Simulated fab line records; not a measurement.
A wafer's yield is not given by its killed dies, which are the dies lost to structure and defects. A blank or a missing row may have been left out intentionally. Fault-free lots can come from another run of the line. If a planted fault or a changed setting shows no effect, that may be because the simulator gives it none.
A single fault, viewed from 2 desks :: flow gf180mcu :: every desk sees just its own numbers, and what lay behind them comes last

== TOOL OWNER'S DESK, litho track-03 ==
Per lot that ran on this tool, the mean of the sampled wafers carrying a number, from the tool's own readings at GF_V3_SOFTBAKE_10 (time 60 s). If a lot's mean is further than 4 standard deviations from the usual mean, the lot is out of limits and carries the mark OUT (the distance appears in the brackets).
Columns: A = chill plate temp C at GF_V3_SOFTBAKE_10, usual 23.01 C; B = exhaust pa at GF_V3_SOFTBAKE_10, usual 45.1 Pa; C = heater power total W at GF_V3_SOFTBAKE_10, usual 93.05 W; D = run length s at GF_V3_SOFTBAKE_10, usual 89.13 s
lot: L809
first seen here: day 22 00:00
A: 23.03
B: 44.6
C: 92.99
D: 89.08

lot: L810
first seen here: day 22 13:00
A: 23.00
B: 45.2
C: 93.07
D: 89.13

lot: L820
first seen here: day 26 01:00
A: 22.91
B: 44.2
C: 95.63 (+42) OUT
D: 84.65 (-37) OUT

lot: L829
first seen here: day 28 15:00
A: 22.99
B: 46.0
C: 93.11
D: 89.18
This desk finds L820 out of limits, L820 being first, at day 26 01:00 (heater power total W at GF_V3_SOFTBAKE_10). In limits: L809, L810, L829.

== FROM THE METROLOGY DESK ==
What the gauges read for every lot (on any tool): the sampled wafers with a number, averaged. If a lot's mean is further than 4 standard deviations from the usual mean, the lot is out of limits and carries the mark OUT (the distance appears in the brackets).
Columns: A = V3_CVD_00_THK at GF_V3_THK_MEAS_01, usual 598 nm
lot: L809
first seen here: day 21 11:49
A: 601

lot: L810
first seen here: day 22 01:29
A: 599

lot: L820
first seen here: day 25 13:35
A: 606

lot: L824
first seen here: day 26 17:37
A: 600

lot: L825
first seen here: day 27 02:38
A: 596

lot: L826
first seen here: day 27 06:23
A: 602

lot: L828
first seen here: day 28 01:06
A: 602

lot: L829
first seen here: day 28 04:58
A: 602

lot: L831
first seen here: day 28 16:38
A: 600

lot: L830
first seen here: day 28 20:45
A: 598

lot: L832
first seen here: day 29 02:16
A: 600
This desk's verdict: no lot among the 11 shows anything out of limits.

== ALL TOGETHER ==
The tool owner's desk could have raised an alarm at day 26 01:00, on L820.
Metrology desk: nothing out of limits seen.
The metrology desk holds a record of L820, inside its limits.
The lots listed all ran GF_V3_SOFTBAKE_10 on litho track-03.

== WHAT THE SIMULATOR HAD PUT IN ==
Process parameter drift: litho track-03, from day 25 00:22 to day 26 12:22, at GF_V3_SOFTBAKE_10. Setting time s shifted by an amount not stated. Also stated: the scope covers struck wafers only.
Shown lots that were struck: L820.
How many hours passed from the start of the fault until each desk's first out-of-limits reading: the tool owner's desk, 25.
